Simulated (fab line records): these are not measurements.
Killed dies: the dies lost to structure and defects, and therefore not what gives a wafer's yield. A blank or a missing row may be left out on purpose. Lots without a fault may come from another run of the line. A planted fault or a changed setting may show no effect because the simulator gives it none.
fab line records ; flow gf180mcu
[record] lots = 14; wafers = 42; last-day = 34
route steps=602 shown V1@351 M2@366
lots untouched by any fault: they come from a run of this same line in which no faults occurred
start-h: the number of hours between the record's first day and the start of the first shown wafer of the lot ; wait-h: how many hours have passed since the lot's step before this one ; " same as the row above ; L1.1+2: a single row standing in for several wafers ; - no value, or no start was given ; * or withheld: withheld ; < > ~ a bound
route shown NAME@n: a module of which the file shows steps, and the number in the route of the first ; usual: the fault-free wafers' mean and standard deviation ; same: alike in all rows ; chamber/n: place in a boat ; sites: the reading at each site ; _std_site: the standard deviation of these ; _edge_site: inner sites' mean taken away from outer sites' mean ; radius-mm: for every site, how far away it sits from the centre of the wafer ; mask NAME#n: copy n ; behind: the tool/chamber that last shaped the wafer ; hold: why the lot went on hold/how many hours it stayed there/how the hold came to an end ; device: which transistor (n, p or np) failed to switch ; end of line: tests of these same wafers at the route's end ; a step given without rows: its recipe and nothing more ; killed: dies that structure and defects cost at the first sort, which is not the same as the wafer's yield ; map: dies across one wafer; x = killed, . = not, _ = none there
set.NAME: the setting as run; set.NAME@STEP: as run at that earlier step ; model.NAME: the simulator's own value behind a step, which no gauge read
a sample of lots followed through the steps of the route, with each step as a table and each wafer as a row
services: a tool's chamber out of use, with start hour (start-h, from the record's first day; less than 0 if before it), hours out, and reason
[[steps]]
[step GF_V1_ETCH_16]
[recipe] chemistry = N2/H2; target-depth-a = withheld; overetch-a = withheld; time-s = withheld; target = BARC; ion-energy-ev = 200; source-w = 500; bias-w = 100; pressure-mtorr = 30; n2-flow-sccm = 100; h2-flow-sccm = 200
[usual] drypump-motor-current-A = 5.5/0.47; oes-product-au = 0.855/0.0051; rf-fwd-power-W = 494.4/1.9; throttle-valve-pct = 13.225/0.0093
lot.wafer;tool;chamber;start-h;wait-h;drypump-motor-current-A;oes-product-au;rf-fwd-power-W;throttle-valve-pct
L765.1;rie-diel-02;3;404.34;0.0;5.2;0.851;495.3;13.218
L765.3;rie-diel-02;1;404.34;0.0;5.0;0.853;494.6;13.216
L765.5;rie-diel-02;2;404.34;0.0;5.7;0.854;494.7;13.231
L767.3;rie-diel-01;3;423.90;0.0;5.9;0.849;491.3;13.240
L767.5;rie-diel-01;0;423.90;0.0;5.6;0.856;495.2;13.220
L767.6;rie-diel-01;3;423.90;0.0;5.9;0.854;492.5;13.225
L768.3;rie-diel-03;3;429.78;0.0;4.8;0.856;492.0;13.224
L768.4;rie-diel-03;2;429.78;0.0;5.7;0.857;495.7;13.226
L768.6;rie-diel-03;3;429.78;0.0;4.9;0.853;492.0;13.223
L770.2;rie-diel-03;2;451.95;0.0;5.7;0.848;494.9;13.208
L770.3;rie-diel-03;1;451.95;0.0;6.2;0.849;492.7;13.232
L770.4;rie-diel-03;3;451.95;0.0;4.9;0.857;492.3;13.242
L771.3;rie-diel-01;2;462.98;0.0;5.3;0.855;495.7;13.242
L771.4;rie-diel-01;2;462.98;0.0;5.3;0.855;495.7;13.221
L771.5;rie-diel-01;3;462.98;0.0;5.9;0.846;494.9;13.227
L773.3;rie-diel-01;3;498.60;0.0;5.9;0.851;496.3;13.221
L773.5;rie-diel-01;1;498.60;0.0;5.0;0.855;494.7;13.226
L773.6;rie-diel-01;2;498.60;0.0;5.3;0.864;493.0;13.221
L778.3;rie-diel-01;2;535.93;0.0;5.3;0.863;496.5;13.233
L778.4;rie-diel-01;1;535.93;0.0;4.9;0.854;492.1;13.231
L778.6;rie-diel-01;1;535.93;0.0;5.0;0.850;495.1;13.238
L783.3;rie-diel-02;0;566.83;0.0;6.4;0.846;494.7;13.238
L783.5;rie-diel-02;2;566.83;0.0;5.7;0.865;493.2;13.227
L783.6;rie-diel-02;1;566.83;0.0;4.9;0.846;494.0;13.217
L782.2;rie-diel-01;3;568.05;0.0;5.9;0.854;497.6;13.207
L782.3;rie-diel-01;0;568.05;0.0;5.6;0.860;496.2;13.231
L782.4;rie-diel-01;1;568.05;0.0;5.0;0.849;492.9;13.222
L784.1;rie-diel-03;1;584.40;0.0;6.2;0.852;490.5;13.217
L784.2;rie-diel-03;3;584.40;0.0;4.9;0.864;492.0;13.231
L784.4;rie-diel-03;3;584.40;0.0;4.9;0.850;493.4;13.221
L785.2;rie-diel-02;2;586.53;0.0;5.7;0.860;492.6;13.230
L785.4;rie-diel-02;1;586.53;0.0;4.9;0.843;498.7;13.235
L785.6;rie-diel-02;1;586.53;0.0;4.9;0.864;495.2;13.212
L786.3;rie-diel-01;1;588.12;0.0;5.0;0.849;493.9;13.230
L786.4;rie-diel-01;3;588.12;0.0;5.9;0.855;493.4;13.226
L786.5;rie-diel-01;1;588.12;0.0;5.0;0.852;491.2;13.222
L787.4;rie-diel-03;1;597.72;0.0;6.2;0.851;494.7;13.233
L787.5;rie-diel-03;0;597.72;0.0;6.1;0.860;490.0;13.232
L787.6;rie-diel-03;3;597.72;0.0;4.9;0.861;492.0;13.216
L788.2;rie-diel-02;3;605.23;0.0;5.3;0.859;496.1;13.217
L788.3;rie-diel-02;2;605.23;0.0;5.6;0.854;494.0;13.228
L788.5;rie-diel-02;2;605.23;0.0;5.7;0.857;493.6;13.235
[step GF_V1_SPUTTER_21]
[recipe] material = Ti; target-thk-nm = 15; chamber-pressure-pa = 4.81; power-w = 2500; substrate-temp-c = 200; time-s = 80.02
[usual] cathode-dc-power-W = 2500.0/0.48; throttle-valve-pct = 29.3/1.1
lot.wafer;tool;chamber;start-h;wait-h;cathode-dc-power-W;throttle-valve-pct
L765.1;pvd-sputter-02;-;405.35;0.0;2500.1;28.2
L765.3;pvd-sputter-02;-;405.35;0.0;2499.7;28.9
L765.5;pvd-sputter-02;-;405.35;0.0;2500.1;28.3
L767.3;pvd-sputter-01;-;424.57;0.0;2499.6;29.2
L767.5;pvd-sputter-01;-;424.57;0.0;2499.4;29.5
L767.6;pvd-sputter-01;-;424.57;0.0;2501.0;30.4
L768.3;pvd-sputter-01;-;430.44;0.0;2500.9;27.2
L768.4;pvd-sputter-01;-;430.44;0.0;2499.6;30.1
L768.6;pvd-sputter-01;-;430.44;0.0;2500.4;28.8
L770.2;pvd-sputter-03;-;452.65;0.0;2500.0;30.0
L770.3;pvd-sputter-03;-;452.65;0.0;2499.8;31.3
L770.4;pvd-sputter-03;-;452.65;0.0;2500.7;30.3
L771.3;pvd-sputter-01;-;463.67;0.0;2500.7;30.3
L771.4;pvd-sputter-01;-;463.67;0.0;2500.5;29.2
L771.5;pvd-sputter-01;-;463.67;0.0;2499.8;30.2
L773.3;pvd-sputter-01;-;499.44;0.0;2500.6;27.5
L773.5;pvd-sputter-01;-;499.44;0.0;2499.6;28.8
L773.6;pvd-sputter-01;-;499.44;0.0;2500.1;29.3
L778.3;pvd-sputter-03;-;536.62;0.0;2499.3;30.6
L778.4;pvd-sputter-03;-;536.62;0.0;2500.7;31.3
L778.6;pvd-sputter-03;-;536.62;0.0;2500.0;28.0
L783.3;pvd-sputter-02;-;567.49;0.0;2500.5;28.0
L783.5;pvd-sputter-02;-;567.49;0.0;2500.1;29.8
L783.6;pvd-sputter-02;-;567.49;0.0;2499.9;30.2
L782.2;pvd-sputter-01;-;568.72;0.0;2500.0;30.2
L782.3;pvd-sputter-01;-;568.72;0.0;2500.6;28.7
L782.4;pvd-sputter-01;-;568.72;0.0;2500.4;27.3
L784.1;pvd-sputter-01;-;585.10;0.0;2500.2;27.3
L784.2;pvd-sputter-01;-;585.10;0.0;2500.2;30.3
L784.4;pvd-sputter-01;-;585.10;0.0;2499.6;29.3
L785.2;pvd-sputter-01;-;587.19;0.0;2500.1;28.8
L785.4;pvd-sputter-01;-;587.19;0.0;2500.3;29.3
L785.6;pvd-sputter-01;-;587.19;0.0;2499.8;29.1
L786.3;pvd-sputter-02;-;588.79;0.0;2499.6;28.2
L786.4;pvd-sputter-02;-;588.79;0.0;2501.0;30.5
L786.5;pvd-sputter-02;-;588.79;0.0;2500.0;29.9
L787.4;pvd-sputter-01;-;598.40;0.0;2499.7;27.4
L787.5;pvd-sputter-01;-;598.40;0.0;2499.4;28.8
L787.6;pvd-sputter-01;-;598.40;0.0;2498.7;27.3
L788.2;pvd-sputter-02;-;605.89;0.0;2499.5;28.6
L788.3;pvd-sputter-02;-;605.89;0.0;2500.1;28.6
L788.5;pvd-sputter-02;-;605.89;0.0;2499.9;29.9
[step GF_V1_CVD_23]
[recipe] material = W; target-thk-nm = 350; time-s = 105.05; temp-c = 400; pressure-torr = 40
[usual] chamber-pressure-Torr = 40.01/0.083; heater-power-outer-w = 524/54; heater-power-w = 808/43
lot.wafer;tool;chamber;start-h;wait-h;chamber-pressure-Torr;heater-power-outer-w;heater-power-w
L765.1;cvd-w-02;0;405.45;0.0;39.99;587;883
L765.3;cvd-w-02;0;405.45;0.0;40.13;595;897
L765.5;cvd-w-02;0;405.45;0.0;40.19;597;897
L767.3;cvd-w-01;1;424.70;0.1;40.03;545;807
L767.5;cvd-w-01;1;424.70;0.1;40.12;559;808
L767.6;cvd-w-01;0;424.70;0.1;39.92;473;756
L768.3;cvd-w-02;0;430.58;0.1;40.08;594;878
L768.4;cvd-w-02;1;430.58;0.1;40.01;472;780
L768.6;cvd-w-02;1;430.58;0.1;40.02;463;775
L770.2;cvd-w-02;0;452.75;0.0;-;-;-
L770.3;cvd-w-02;1;452.75;0.0;-;-;-
L770.4;cvd-w-02;0;452.75;0.0;-;-;-
L771.3;cvd-w-02;1;463.80;0.1;-;-;-
L771.4;cvd-w-02;0;463.80;0.1;-;-;-
L771.5;cvd-w-02;0;463.80;0.1;-;-;-
L773.3;cvd-w-02;1;499.58;0.1;39.98;469;786
L773.5;cvd-w-02;0;499.58;0.1;40.01;588;867
L773.6;cvd-w-02;1;499.58;0.1;40.15;475;790
L778.3;cvd-w-01;0;536.76;0.1;40.04;461;751
L778.4;cvd-w-01;1;536.76;0.1;40.03;567;824
L778.6;cvd-w-01;1;536.76;0.1;39.94;571;841
L783.3;cvd-w-01;1;567.63;0.1;39.96;573;811
L783.5;cvd-w-01;0;567.63;0.1;40.03;460;786
L783.6;cvd-w-01;1;567.63;0.1;39.96;560;833
L782.2;cvd-w-02;0;568.82;0.0;39.93;584;875
L782.3;cvd-w-02;0;568.82;0.0;40.02;593;899
L782.4;cvd-w-02;1;568.82;0.0;40.18;467;783
L784.1;cvd-w-01;0;585.20;0.0;40.02;464;770
L784.2;cvd-w-01;1;585.20;0.0;39.95;573;805
L784.4;cvd-w-01;1;585.20;0.0;40.08;555;823
L785.2;cvd-w-02;1;587.29;0.0;40.01;464;779
L785.4;cvd-w-02;1;587.29;0.0;39.98;469;789
L785.6;cvd-w-02;0;587.29;0.0;39.95;600;873
L786.3;cvd-w-01;0;588.92;0.1;39.89;472;777
L786.4;cvd-w-01;1;588.92;0.1;40.07;573;814
L786.5;cvd-w-01;1;588.92;0.1;40.02;582;818
L787.4;cvd-w-01;1;598.54;0.1;39.91;576;843
L787.5;cvd-w-01;1;598.54;0.1;39.80;541;833
L787.6;cvd-w-01;0;598.54;0.1;40.06;475;754
L788.2;cvd-w-01;0;605.99;0.0;40.02;474;759
L788.3;cvd-w-01;0;605.99;0.0;40.10;478;767
L788.5;cvd-w-01;1;605.99;0.0;39.96;562;823
[step GF_V1_RS_MEAS_24]
[recipe] thk-meas-gauge = four-point-probe; reads = W_of_V1_CVD_23+TiN_of_V1_SPUTTER_22+Ti_of_V1_SPUTTER_21
[usual] V1_W_RS = 0.3271/0.0027
lot.wafer;tool;chamber;start-h;wait-h;V1_W_RS[ohm/sq]
L765.1;film-metro-03;-;405.57;0.1;0.3243
L765.3;film-metro-03;-;405.57;0.1;0.3284
L765.5;film-metro-03;-;405.57;0.1;0.3270
L767.3;film-metro-02;-;424.82;0.1;0.3264
L767.5;film-metro-02;-;424.82;0.1;0.3260
L767.6;film-metro-02;-;424.82;0.1;0.3271
L768.3;film-metro-02;-;430.69;0.1;0.3290
L768.4;film-metro-02;-;430.69;0.1;0.3293
L768.6;film-metro-02;-;430.69;0.1;0.3263
L770.2;film-metro-04;-;452.88;0.1;42.720
L770.3;film-metro-04;-;452.88;0.1;42.345
L770.4;film-metro-04;-;452.88;0.1;42.448
L771.3;film-metro-03;-;463.92;0.1;42.145
L771.4;film-metro-03;-;463.92;0.1;41.988
L771.5;film-metro-03;-;463.92;0.1;41.821
L773.3;film-metro-02;-;499.69;0.1;0.3272
L773.5;film-metro-02;-;499.69;0.1;0.3264
L773.6;film-metro-02;-;499.69;0.1;0.3245
L778.3;film-metro-02;-;536.87;0.1;0.3286
L778.4;film-metro-02;-;536.87;0.1;0.3281
L778.6;film-metro-02;-;536.87;0.1;0.3302
L783.3;film-metro-02;-;567.74;0.1;0.3277
L783.5;film-metro-02;-;567.74;0.1;0.3267
L783.6;film-metro-02;-;567.74;0.1;0.3254
L782.2;film-metro-03;-;568.96;0.1;0.3266
L782.3;film-metro-03;-;568.96;0.1;0.3244
L782.4;film-metro-03;-;568.96;0.1;0.3294
L784.1;film-metro-03;-;585.31;0.1;0.3290
L784.2;film-metro-03;-;585.31;0.1;0.3284
L784.4;film-metro-03;-;585.31;0.1;0.3249
L785.2;film-metro-03;-;587.42;0.1;0.3306
L785.4;film-metro-03;-;587.42;0.1;0.3305
L785.6;film-metro-03;-;587.42;0.1;0.3248
L786.3;film-metro-04;-;589.04;0.1;0.3283
L786.4;film-metro-04;-;589.04;0.1;0.3260
L786.5;film-metro-04;-;589.04;0.1;0.3245
L787.4;film-metro-02;-;598.68;0.1;0.3227
L787.5;film-metro-02;-;598.68;0.1;0.3244
L787.6;film-metro-02;-;598.68;0.1;0.3253
L788.2;film-metro-04;-;606.12;0.1;0.3294
L788.3;film-metro-04;-;606.12;0.1;0.3290
L788.5;film-metro-04;-;606.12;0.1;0.3300
[step GF_V1_THK_MEAS_25]
[recipe] thk-meas-gauge = xrf; reads = W_of_V1_CVD_23
[usual] V1_W_THK = 334/5.5
lot.wafer;tool;chamber;start-h;wait-h;V1_W_THK[nm]
L765.1;film-metro-03;-;405.69;0.1;333
L765.3;film-metro-03;-;405.69;0.1;328
L765.5;film-metro-03;-;405.69;0.1;330
L767.3;film-metro-02;-;424.92;0.1;339
L767.5;film-metro-02;-;424.92;0.1;340
L767.6;film-metro-02;-;424.92;0.1;340
L768.3;film-metro-02;-;430.79;0.1;335
L768.4;film-metro-02;-;430.79;0.1;336
L768.6;film-metro-02;-;430.79;0.1;340
L770.2;film-metro-04;-;452.99;0.1;<0
L770.3;film-metro-04;-;452.99;0.1;<0
L770.4;film-metro-04;-;452.99;0.1;-
L771.3;film-metro-03;-;464.02;0.1;<0
L771.4;film-metro-03;-;464.02;0.1;<0
L771.5;film-metro-03;-;464.02;0.1;<0
L773.3;film-metro-02;-;499.79;0.1;334
L773.5;film-metro-02;-;499.79;0.1;333
L773.6;film-metro-02;-;499.79;0.1;337
L778.3;film-metro-02;-;536.97;0.1;338
L778.4;film-metro-02;-;536.97;0.1;339
L778.6;film-metro-02;-;536.97;0.1;337
L783.3;film-metro-02;-;567.84;0.1;340
L783.5;film-metro-02;-;567.84;0.1;342
L783.6;film-metro-02;-;567.84;0.1;342
L782.2;film-metro-03;-;569.07;0.1;329
L782.3;film-metro-03;-;569.07;0.1;331
L782.4;film-metro-03;-;569.07;0.1;325
L784.1;film-metro-03;-;585.43;0.1;327
L784.2;film-metro-03;-;585.43;0.1;328
L784.4;film-metro-03;-;585.43;0.1;330
L785.2;film-metro-03;-;587.53;0.1;324
L785.4;film-metro-03;-;587.53;0.1;323
L785.6;film-metro-03;-;587.53;0.1;330
L786.3;film-metro-04;-;589.14;0.1;333
L786.4;film-metro-04;-;589.14;0.1;335
L786.5;film-metro-04;-;589.14;0.1;336
L787.4;film-metro-02;-;598.77;0.1;344
L787.5;film-metro-02;-;598.77;0.1;341
L787.6;film-metro-02;-;598.77;0.1;342
L788.2;film-metro-04;-;606.23;0.1;332
L788.3;film-metro-04;-;606.23;0.1;334
L788.5;film-metro-04;-;606.23;0.1;336
[step GF_V1_CMP_26]
[recipe] stop-on = SiO2; down-force-psi = 3.5; platen-rpm = 60; t-overpolish-s = 15; target-thk-nm = 0; pad-velocity-m-s = 0.94248
[usual] motor-current-A = 11.4/1; time-to-endpoint-s = 86/3.1
lot.wafer;tool;chamber;start-h;wait-h;motor-current-A;time-to-endpoint-s
L765.1;cmp-01;0;405.86;0.2;11.6;82
L765.3;cmp-01;1;405.86;0.2;10.4;85
L765.5;cmp-01;1;405.86;0.2;10.3;84
L767.3;cmp-02;0;425.06;0.1;10.8;89
L767.5;cmp-02;2;425.06;0.1;10.9;90
L767.6;cmp-02;3;425.06;0.1;12.7;89
L768.3;cmp-02;0;430.93;0.1;10.8;84
L768.4;cmp-02;1;430.93;0.1;11.2;84
L768.6;cmp-02;2;430.93;0.1;10.8;88
L770.4;cmp-01;3;453.09;0.1;11.7;4
L770.2;cmp-01;0;453.09;0.1;12.4;3
L770.3;cmp-01;1;453.09;0.1;10.2;1
L771.3;cmp-02;1;464.16;0.1;11.7;8
L771.4;cmp-02;2;464.16;0.1;11.2;7
L771.5;cmp-02;3;464.16;0.1;12.9;6
L773.3;cmp-02;2;499.88;0.1;11.0;86
L773.5;cmp-02;1;499.88;0.1;12.0;83
L773.6;cmp-02;2;499.88;0.1;11.0;86
L778.4;cmp-02;0;537.06;0.1;10.6;85
L778.3;cmp-02;1;537.06;0.1;11.3;85
L778.6;cmp-02;0;537.06;0.1;10.5;83
L783.3;cmp-02;0;567.93;0.1;10.3;89
L783.5;cmp-02;3;567.93;0.1;13.0;90
L783.6;cmp-02;0;567.93;0.1;10.5;88
L782.2;cmp-02;0;569.12;0.0;10.7;86
L782.4;cmp-02;2;569.12;0.0;10.2;89
L782.3;cmp-02;3;569.12;0.0;13.1;88
L784.1;cmp-02;2;585.49;0.1;10.8;89
L784.2;cmp-02;0;585.49;0.1;10.4;85
L784.4;cmp-02;1;585.49;0.1;11.0;85
L785.4;cmp-02;0;587.68;0.1;10.7;90
L785.2;cmp-02;1;587.68;0.1;11.2;86
L785.6;cmp-02;2;587.68;0.1;11.1;88
L786.3;cmp-02;0;590.73;1.6;10.5;86
L786.4;cmp-02;1;590.73;1.6;11.3;87
L786.5;cmp-02;3;590.73;1.6;12.8;91
L787.4;cmp-02;0;598.80;0.0;10.6;88
L787.5;cmp-02;0;598.80;0.0;10.2;89
L787.6;cmp-02;1;598.80;0.0;10.8;88
L788.3;cmp-02;3;606.33;0.1;13.2;86
L788.2;cmp-02;0;606.33;0.1;10.6;86
L788.5;cmp-02;2;606.33;0.1;11.3;86
[step GF_M2_SPUTTER_04]
[recipe] material = TiN; target-thk-nm = 50; power-w = 6500; time-s = 41.7; chamber-pressure-pa = 0.4
[usual] cathode-dc-power-W = 6500.0/1.3; throttle-valve-pct = 29.8/1.2
lot.wafer;tool;chamber;start-h;wait-h;cathode-dc-power-W;throttle-valve-pct
L765.1;pvd-sputter-03;-;406.34;0.0;6501.2;30.2
L765.3;pvd-sputter-03;-;406.34;0.0;6499.8;28.1
L765.5;pvd-sputter-03;-;406.34;0.0;6500.1;30.3
L767.3;pvd-sputter-01;-;425.44;0.0;6498.7;30.7
L767.5;pvd-sputter-01;-;425.44;0.0;6499.3;29.1
L767.6;pvd-sputter-01;-;425.44;0.0;6500.2;30.3
L768.3;pvd-sputter-04;-;431.31;0.0;6498.1;31.3
L768.4;pvd-sputter-04;-;431.31;0.0;6501.9;28.8
L768.6;pvd-sputter-04;-;431.31;0.0;6499.5;31.0
L773.3;pvd-sputter-03;-;500.31;0.0;6501.5;30.0
L773.5;pvd-sputter-03;-;500.31;0.0;6500.3;28.0
L773.6;pvd-sputter-03;-;500.31;0.0;6499.2;31.0
L778.3;pvd-sputter-01;-;537.49;0.0;6499.9;27.8
L778.4;pvd-sputter-01;-;537.49;0.0;6499.8;29.3
L778.6;pvd-sputter-01;-;537.49;0.0;6501.3;27.4
L783.3;pvd-sputter-03;-;568.36;0.0;6498.7;30.5
L783.5;pvd-sputter-03;-;568.36;0.0;6501.2;30.4
L783.6;pvd-sputter-03;-;568.36;0.0;6500.4;29.9
L782.2;pvd-sputter-04;-;569.60;0.0;6499.9;31.8
L782.3;pvd-sputter-04;-;569.60;0.0;6497.1;31.2
L782.4;pvd-sputter-04;-;569.60;0.0;6499.5;30.0
L784.1;pvd-sputter-04;-;585.97;0.0;6501.1;32.0
L784.2;pvd-sputter-04;-;585.97;0.0;6499.5;30.1
L784.4;pvd-sputter-04;-;585.97;0.0;6500.2;28.6
L785.2;pvd-sputter-04;-;588.06;0.0;6501.5;31.1
L785.4;pvd-sputter-04;-;588.06;0.0;6498.6;28.9
L785.6;pvd-sputter-04;-;588.06;0.0;6500.8;30.3
L786.3;pvd-sputter-03;-;591.16;0.0;6500.1;30.3
L786.4;pvd-sputter-03;-;591.16;0.0;6501.0;31.1
L786.5;pvd-sputter-03;-;591.16;0.0;6499.4;28.3
L787.4;pvd-sputter-03;-;599.28;0.0;6501.7;30.9
L787.5;pvd-sputter-03;-;599.28;0.0;6499.2;31.0
L787.6;pvd-sputter-03;-;599.28;0.0;6500.8;27.7
L788.2;pvd-sputter-03;-;606.76;0.0;6501.2;27.8
L788.3;pvd-sputter-03;-;606.76;0.0;6501.3;29.7
L788.5;pvd-sputter-03;-;606.76;0.0;6500.5;29.8
[[services]]
tool;chamber;start-h;hours;kind
rie-diel-03;1;384.22;20.1;repair
cvd-w-02;0;389.06;1.5;repair
cvd-w-02;-;390.00;14.0;pm
pvd-sputter-04;-;393.93;2.9;repair
cmp-02;-;404.00;4.0;pm
cvd-w-01;-;404.00;6.0;pm
cvd-w-01;0;406.86;6.7;repair
rie-diel-01;-;431.25;1.3;repair
rie-diel-01;-;433.12;1.0;repair
pvd-sputter-04;-;434.80;4.6;repair
rie-diel-03;-;436.27;0.4;repair
pvd-sputter-01;-;451.92;1.4;repair
rie-diel-01;1;454.41;15.3;repair
pvd-sputter-04;-;459.30;3.5;repair
rie-diel-01;-;480.88;2.8;pm
rie-diel-03;3;481.72;8.6;repair
rie-diel-02;3;516.42;2.4;repair
cvd-w-01;-;516.93;4.7;repair
rie-diel-03;0;541.17;9.8;repair
rie-diel-01;-;547.98;1.5;repair
pvd-sputter-03;-;561.38;0.7;repair
pvd-sputter-02;-;581.45;1.3;repair
cmp-02;-;588.57;2.1;repair
cvd-w-02;-;596.77;6.0;pm
[[key]]
[first-sign] step = GF_V1_CVD_23; reading = tool-record; direction = missing
[effect] step = GF_V1_RS_MEAS_24; reading = V1_W_RS; direction = up; sigmas = 99+; usual = 0.3271; struck = 42.245
[effect] step = GF_V1_THK_MEAS_25; reading = V1_W_THK; direction = down; sigmas = 60; usual = 334; struck = <0
[effect] step = GF_V1_CMP_26; reading = time-to-endpoint-s; direction = down; sigmas = 26; usual = *; struck = *
met-at GF_V1_CVD_23
struck-lots L770,L771
later-rows-left-out L770.2,L770.3,L770.4,L771.3,L771.4,L771.5
sort-left-out L770.2,L770.3,L770.4,L771.3,L771.4,L771.5
not-acting-at GF_V1_ETCH_16,GF_V1_SPUTTER_21,GF_M2_SPUTTER_04
onset-between 430.58 452.75
[fault] kind = skipped-step-whole; tool = cvd-w-02; chamber = -; onset-h = 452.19; steps = GF_V1_CVD_23; scope = struck-lots-only
// sort-left-out: the simulated sort isn't trusted on such a fault, so these wafers' sort isn't shown, and their yield isn't known
// later-rows-left-out: the simulator's readings of these wafers behind a module that went badly wrong aren't trusted and aren't shown, but for the sort
